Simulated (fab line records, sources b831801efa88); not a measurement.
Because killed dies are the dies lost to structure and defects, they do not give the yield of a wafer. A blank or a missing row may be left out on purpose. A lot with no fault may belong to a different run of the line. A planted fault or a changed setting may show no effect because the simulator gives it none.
Matching of chambers | flow sky130 | SKY_LI_CONTACT_CMP_02 on cmp-01: 4 sister chambers
The step polishes PSG. 4 wafers are shown with their chamber, then 8 later ones without.

## WAFERS WITH THEIR CHAMBER
wafer  | chamber | motor-current-A (A)
L504.1 | 3       | 11.3
L505.1 | 0       | 13.3
L505.3 | 2       | 10.2
L506.2 | 1       | 11.8

## WAFERS WITHOUT THEIR CHAMBER
wafer  | motor-current-A (A)
L506.4 | 10.2
L506.5 | 11.3
L507.1 | 11.5
L507.3 | 10.4
L507.4 | 11.9
L508.2 | 12.3
L508.3 | 11.3
L508.4 | 10.0

## WHICH CHAMBER EACH ONE RAN IN
wafer  | from the rows above     | in truth
L506.4 | 2                       | 2
L506.5 | 3                       | 3
L507.1 | can't be placed: 3 or 1 | 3
L507.3 | 2                       | 2
L507.4 | 1                       | 1
L508.2 | 1                       | 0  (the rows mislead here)
L508.3 | 3                       | 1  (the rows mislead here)
L508.4 | 2                       | 2
5 of 8 placed correctly. These rows do not allow placing 1 (true chamber among the candidates in 1). Number placed wrongly: 2.
How it was worked out, from the rows above alone: a wafer's distance from a chamber is the root of the sum, over the readings, of the square of ((its reading less the chamber's mean) divided by the reading's scatter). The wafer belongs to the nearest chamber; if the next one is less than 2 further off, it can't be placed. For every chamber, the mean is computed from those of its wafers that are shown. The scatter (one wafer shown for each chamber): square how far every hidden wafer sits from the nearest shown wafer, average those squares and take the square root.
